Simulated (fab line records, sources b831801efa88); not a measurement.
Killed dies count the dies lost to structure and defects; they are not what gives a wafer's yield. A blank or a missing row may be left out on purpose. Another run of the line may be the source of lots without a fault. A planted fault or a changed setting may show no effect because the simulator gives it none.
What tool caused it?	flow sky130	40 wafers from 14 lots sampled at 5 of the route's 708 steps

== WHAT THE GAUGES READ, wafer by wafer ==
SKY_SONOS_TUNNEL_CD_MEAS_07: the cd target is 410 nm.
lot	measured	on	cd nm (nm)
L711	day 11 04:52	cd sem-01	410.6 411.1 408.5
L712	day 11 10:55	cd sem-02	410.6 414.5 411.8
L714	day 12 05:10	cd sem-01	406.6 406.2 407.6
L715	day 12 08:43	cd sem-02	411.2 412.8 412.4
L716	day 12 17:31	cd sem-01	407.6 407.1 405.3
L717	day 13 07:47	cd sem-01	408.7 409.8 410.2
L718	day 13 11:59	cd sem-02	411.1 411.7 408.1
L719	day 14 08:53	cd sem-01	408.1 407.9 409.1
L720	day 15 06:29	cd sem-02	411.0 409.8 408.6
L721	day 15 07:04	cd sem-02	409.6 409.5 411.6
L723	day 15 22:57	cd sem-01	406.4 404.5 404.8
L729	day 17 01:51	cd sem-02	408.4 418.1
L730	day 17 17:24	cd sem-01	411.1 421.1
L733	day 18 17:46	cd sem-02	406.1 404.8 405.4

SKY_SONOS_TUNNEL_TW_MEAS_12.
lot	measured	on	SONOS_TUNNEL_TW
L711	day 11 05:26	film metro-03	200.2 199.9 199.0
L712	day 11 11:29	film metro-03	200.0 199.7 199.7
L714	day 12 05:43	film metro-04	199.0 197.5 199.1
L715	day 12 09:27	film metro-03	199.8 199.7 200.2
L716	day 12 18:05	film metro-03	198.7 198.8 198.2
L717	day 13 08:20	film metro-03	199.5 199.2 199.5
L718	day 13 12:33	film metro-01	199.3 198.8 200.1
L719	day 14 09:26	film metro-01	198.5 199.2 199.5
L720	day 15 07:01	film metro-03	199.2 200.3 199.5
L721	day 15 07:37	film metro-04	199.0 197.7 198.7
L723	day 15 23:29	film metro-04	199.1 198.8 198.6
L729	day 17 02:23	film metro-04	199.9 199.5
L730	day 17 17:58	film metro-04	198.7 197.8
L733	day 18 18:21	film metro-04	197.6 198.8 198.8

SKY_SONOS_ONO_CD_MEAS_13: the cd target is 410 nm.
lot	measured	on	cd nm (nm)
L711	day 12 10:40	cd sem-01	410.3 409.6 411.1
L712	day 12 15:46	cd sem-01	413.8 413.4 412.3
L714	day 13 11:28	cd sem-02	410.6 411.9 409.9
L715	day 13 15:16	cd sem-01	411.3 413.1 414.5
L716	day 14 00:49	cd sem-02	407.3 408.5 406.3
L717	day 14 15:23	cd sem-02	410.6 409.1 412.0
L718	day 14 21:52	cd sem-02	407.0 406.1 407.2
L719	day 15 17:10	cd sem-01	411.3 411.1 410.6
L720	day 16 17:01	cd sem-02	408.1 409.0 409.0
L721	day 16 16:19	cd sem-01	408.4 410.2 408.6
L723	day 17 11:26	cd sem-02	412.7 414.1 412.4
L729	day 18 13:42	cd sem-01	414.0 412.0
L730	day 19 22:05	cd sem-02	410.6 410.9
L733	day 20 08:25	cd sem-02	406.9 407.7 407.9

SKY_SONOS_ONO_OVL_MEAS_14.
lot	measured	on	SONOS_ONO_OVL (nm)
L711	day 12 10:47	overlay-02	-1.3 -0.7 0.1
L712	day 12 15:53	overlay-01	2.9 1.4 0.6
L714	day 13 11:35	overlay-02	0.7 0.2 2.8
L715	day 13 15:23	overlay-01	-0.7 -0.1 -1.6
L716	day 14 00:56	overlay-02	1.1 0.2 -0.1
L717	day 14 15:29	overlay-01	1.3 -0.4 1.2
L718	day 14 21:58	overlay-02	-0.3 -0.4 -1.7
L719	day 15 17:16	overlay-02	-1.1 -1.4 -0.9
L720	day 16 17:05	overlay-01	-2.6 -0.2 -0.1
L721	day 16 16:26	overlay-02	4.5 3.9 3.6
L723	day 17 11:32	overlay-02	1.4 1.8 0.8
L729	day 18 13:47	overlay-02	1.6 3.3
L730	day 19 22:11	overlay-02	0.5 0.8
L733	day 20 08:32	overlay-01	-1.5 -0.3 -2.2

== WHICH TOOL RAN EACH LOT (tool, then ch and the chambers of the sampled wafers, then the start) ==
lot	SKY_SONOS_TUNNEL_DEVELOP_06
L711	litho track-01 ch 0, day 11 04:43
L712	litho track-04 ch 0, day 11 10:46
L714	litho track-01 ch 0, day 12 05:01
L715	litho track-04 ch 0, day 12 08:34
L716	litho track-04 ch 0, day 12 17:22
L717	litho track-04 ch 0, day 13 07:38
L718	litho track-02 ch 0, day 13 11:51
L719	litho track-01 ch 0, day 14 08:44
L720	litho track-02 ch 0, day 15 06:21
L721	litho track-04 ch 0, day 15 06:55
L723	litho track-01 ch 0, day 15 22:49
L729	litho track-04 ch 0, day 17 01:43
L730	litho track-04 ch 0, day 17 17:16
L733	litho track-02 ch 0, day 18 17:37
- SKY_SONOS_TUNNEL_DEVELOP_06: develop time 60 s.

== AS READ BY THE TOOLS THEMSELVES (means over the sampled wafers that have a number; for cases with no such wafer, the mark the record gives instead) ==
SKY_SONOS_TUNNEL_DEVELOP_06.
lot	tool	chill plate temp C (C)
L711	litho track-01	23.00
L712	litho track-04	22.92
L714	litho track-01	22.94
L715	litho track-04	23.03
L716	litho track-04	22.93
L717	litho track-04	23.09
L718	litho track-02	23.03
L719	litho track-01	23.15
L720	litho track-02	23.05
L721	litho track-04	22.92
L723	litho track-01	23.21
L729	litho track-04	23.06
L730	litho track-04	22.96
L733	litho track-02	22.98

== THE ANSWER, worked out from the rows above alone ==
Rule: what is usual is taken from the lots themselves. The widest of any qualifying gaps counts: lots, ordered by their means at a reading, are off when they make up no more than a third of the lots, leave a main group of 4 or more, and stand apart from it by 3 or more times the standard deviation of that group's means. A main group is skipped when, at the precision printed for the reading in the tables above, its means are all equal. A lot without any number at a reading at which 4 lots or more have one is off too. The other lots that the step has rows for count as sound. The gauges are gone through in route order, then the tools' own readings, and for those a lot's mean is taken as printed above. The first step at which some lot is off is used, and at that step the reading that is off furthest; a lot without a number counts as furthest.
No lot is off at any reading shown: from this, nothing can be told.

== WHAT THE SIMULATOR PUT IN ==
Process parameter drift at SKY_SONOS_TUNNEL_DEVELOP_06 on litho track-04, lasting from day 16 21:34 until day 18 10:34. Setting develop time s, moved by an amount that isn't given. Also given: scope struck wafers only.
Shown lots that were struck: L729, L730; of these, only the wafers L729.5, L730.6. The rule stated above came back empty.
